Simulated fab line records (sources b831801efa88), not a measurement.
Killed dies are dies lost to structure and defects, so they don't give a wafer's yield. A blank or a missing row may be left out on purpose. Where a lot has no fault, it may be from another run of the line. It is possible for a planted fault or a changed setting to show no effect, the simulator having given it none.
Which tool is to blame? | flow sky130 | 30 wafers from 10 lots sampled at 6 of the route's 708 steps

## WHAT EACH GAUGE READ, for each wafer
SKY_VIA2_BOW_MEAS_03.
lot  | measured     | on            | VIA2_BOW (um)
L479 | day 36 13:17 | film-metro-02 | 86 81 88
L482 | day 37 12:35 | film-metro-02 | 80 76 79
L486 | day 38 17:26 | film-metro-04 | 104 95 102
L490 | day 39 18:05 | film-metro-04 | 97 88 74
L491 | day 40 01:17 | film-metro-02 | 67 74 84
L496 | day 41 12:59 | film-metro-02 | 81 92 80
L497 | day 41 18:59 | film-metro-02 | 71 81 86
L498 | day 42 02:44 | film-metro-04 | 82 90 87
L499 | day 42 11:13 | film-metro-02 | 89 98 86
L501 | day 42 16:57 | film-metro-04 | 89 85 84

SKY_CAPM_RS_MEAS_03: the measuring method here is four-point-probe.
lot  | measured     | on            | CAPM_TIN_RS (ohm/sq)
L479 | day 37 17:28 | film-metro-02 | 6.60 6.56 6.56
L482 | day 38 16:55 | film-metro-02 | 6.61 6.61 6.59
L486 | day 39 21:14 | film-metro-01 | 6.62 6.55 6.52
L490 | day 40 20:31 | film-metro-03 | 8.06 6.64 6.62
L491 | day 41 03:53 | film-metro-01 | 8.06 6.71 6.72
L496 | day 42 15:49 | film-metro-03 | 6.68 6.71 6.69
L497 | day 42 21:15 | film-metro-01 | 6.62 6.69 6.69
L498 | day 43 03:57 | film-metro-02 | 6.63 6.70 6.67
L499 | day 43 12:28 | film-metro-01 | 6.60 6.64 6.67
L501 | day 43 17:50 | film-metro-01 | 6.73 6.67 6.74

SKY_CAPM_THK_MEAS_04: measures by xrf.
lot  | measured     | on            | CAPM_TIN_THK (nm)
L479 | day 37 17:35 | film-metro-02 | 206.2 208.6 208.0
L482 | day 38 17:02 | film-metro-02 | 205.9 205.8 205.3
L486 | day 39 21:21 | film-metro-01 | 207.3 209.0 209.5
L490 | day 40 20:37 | film-metro-03 | 175.7 203.1 205.2
L491 | day 41 04:00 | film-metro-01 | 177.9 205.3 205.6
L496 | day 42 15:55 | film-metro-03 | 203.5 201.7 202.6
L497 | day 42 21:22 | film-metro-01 | 207.3 206.1 206.5
L498 | day 43 04:04 | film-metro-02 | 205.2 203.3 204.7
L499 | day 43 12:35 | film-metro-01 | 209.6 208.1 207.1
L501 | day 43 17:56 | film-metro-01 | 205.2 206.4 205.2

## WHICH TOOL RAN EACH LOT (tool, then ch and the chambers of the sampled wafers, then the start)
lot  | SKY_METAL3_SPUTTER_00        | SKY_CAPM_CVD_00                 | SKY_CAPM_SPUTTER_02
L479 | pvd-sputter-03, day 37 17:06 | pecvd-03 ch 1,2, day 37 17:17   | pvd-sputter-02, day 37 17:22
L482 | pvd-sputter-04, day 38 16:34 | pecvd-02 ch 0,1, day 38 16:44   | pvd-sputter-02, day 38 16:49
L486 | pvd-sputter-01, day 39 20:53 | pecvd-01 ch 0,1,2, day 39 21:02 | pvd-sputter-03, day 39 21:07
L490 | pvd-sputter-04, day 40 20:08 | pecvd-02 ch 0,1, day 40 20:18   | pvd-sputter-03, day 40 20:23
L491 | pvd-sputter-01, day 41 03:32 | pecvd-02 ch 0,1, day 41 03:41   | pvd-sputter-03, day 41 03:46
L496 | pvd-sputter-03, day 42 15:26 | pecvd-01 ch 0,1, day 42 15:35   | pvd-sputter-02, day 42 15:40
L497 | pvd-sputter-03, day 42 20:53 | pecvd-02 ch 0,2, day 42 21:03   | pvd-sputter-02, day 42 21:08
L498 | pvd-sputter-01, day 43 03:37 | pecvd-03 ch 0,1,2, day 43 03:46 | pvd-sputter-01, day 43 03:50
L499 | pvd-sputter-01, day 43 12:07 | pecvd-01 ch 0,1, day 43 12:16   | pvd-sputter-02, day 43 12:22
L501 | pvd-sputter-03, day 43 17:28 | pecvd-01 ch 0,1,2, day 43 17:37 | pvd-sputter-02, day 43 17:42
- SKY_METAL3_SPUTTER_00: material Ti, target thk 15 nm, time 10 s.
- SKY_CAPM_CVD_00: deposits SiO2, target thk 15.5 nm.
- SKY_CAPM_SPUTTER_02: material TiN, target thk 200 nm, time 174.4 s.

## AS READ BY THE TOOLS THEMSELVES (means over the sampled wafers that have a number; for cases with no such wafer, the mark the record gives instead)
SKY_METAL3_SPUTTER_00.
lot  | tool           | cathode-dc-power-W (W) | throttle-valve-pct (%)
L479 | pvd-sputter-03 | 2999.9                 | 29.8
L482 | pvd-sputter-04 | 2999.8                 | 29.4
L486 | pvd-sputter-01 | 2999.7                 | 30.2
L490 | pvd-sputter-04 | 2999.8                 | 29.8
L491 | pvd-sputter-01 | 2999.7                 | 30.4
L496 | pvd-sputter-03 | 2999.8                 | 30.0
L497 | pvd-sputter-03 | 3000.5                 | 29.6
L498 | pvd-sputter-01 | 3000.1                 | 30.6
L499 | pvd-sputter-01 | 3000.0                 | 30.5
L501 | pvd-sputter-03 | 2999.5                 | 30.0

SKY_CAPM_CVD_00.
lot  | tool     | heater-power-w (W)
L479 | pecvd-03 | 707
L482 | pecvd-02 | 649
L486 | pecvd-01 | 674
L490 | pecvd-02 | 683
L491 | pecvd-02 | 714
L496 | pecvd-01 | 715
L497 | pecvd-02 | 706
L498 | pecvd-03 | 748
L499 | pecvd-01 | 669
L501 | pecvd-01 | 721

SKY_CAPM_SPUTTER_02.
lot  | tool           | cathode-dc-power-W (W) | throttle-valve-pct (%)
L479 | pvd-sputter-02 | 6499.9                 | 28.9
L482 | pvd-sputter-02 | 6500.4                 | 28.3
L486 | pvd-sputter-03 | 6498.7                 | 29.5
L490 | pvd-sputter-03 | 6499.7                 | 29.9
L491 | pvd-sputter-03 | 6499.9                 | 30.3
L496 | pvd-sputter-02 | 6500.2                 | 29.2
L497 | pvd-sputter-02 | 6501.1                 | 29.6
L498 | pvd-sputter-01 | 6498.9                 | 30.6
L499 | pvd-sputter-02 | 6500.0                 | 29.2
L501 | pvd-sputter-02 | 6499.7                 | 29.9

## THE ANSWER, worked out from the rows above alone
Rule: what is usual is taken from the lots themselves. The widest of any qualifying gaps counts: lots, ordered by their means at a reading, are off when they make up no more than a third of the lots, leave a main group of 4 or more, and stand apart from it by 3 or more times the standard deviation of that group's means. If all means in a main group match to the digits the tables above print for the reading, that group is not used. A lot without any number at a reading at which 4 lots or more have one is off too. The other lots that the step has rows for count as sound. After the gauges, taken in route order, come the tools' own readings; for these a lot's mean is taken, as printed above. At the first step where some lot is off, the reading lying furthest off is the one used; lots without a number count as furthest.
Off: L490, L491, at SKY_CAPM_RS_MEAS_03 (CAPM_TIN_RS). The main group: mean 6.64 ohm/sq, standard deviation 0.052.
If a tool, at a process step before that reading, ran all the lots that are off and no sound lot after the first of them, it fits. The gauges at SKY_CAPM_RS_MEAS_03 are tried like those tools. One fits: pvd-sputter-03 at SKY_CAPM_SPUTTER_02. Its last sound lot is L486 (day 39 21:07), its first lot that is off L490 (day 40 20:23): a fault that began between those two fits.

## WHAT THE SIMULATOR HAD PUT IN
Site profile drift: pvd-sputter-03, from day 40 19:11 on, at SKY_CAPM_SPUTTER_02. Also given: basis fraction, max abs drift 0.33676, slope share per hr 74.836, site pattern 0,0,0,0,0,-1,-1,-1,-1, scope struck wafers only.
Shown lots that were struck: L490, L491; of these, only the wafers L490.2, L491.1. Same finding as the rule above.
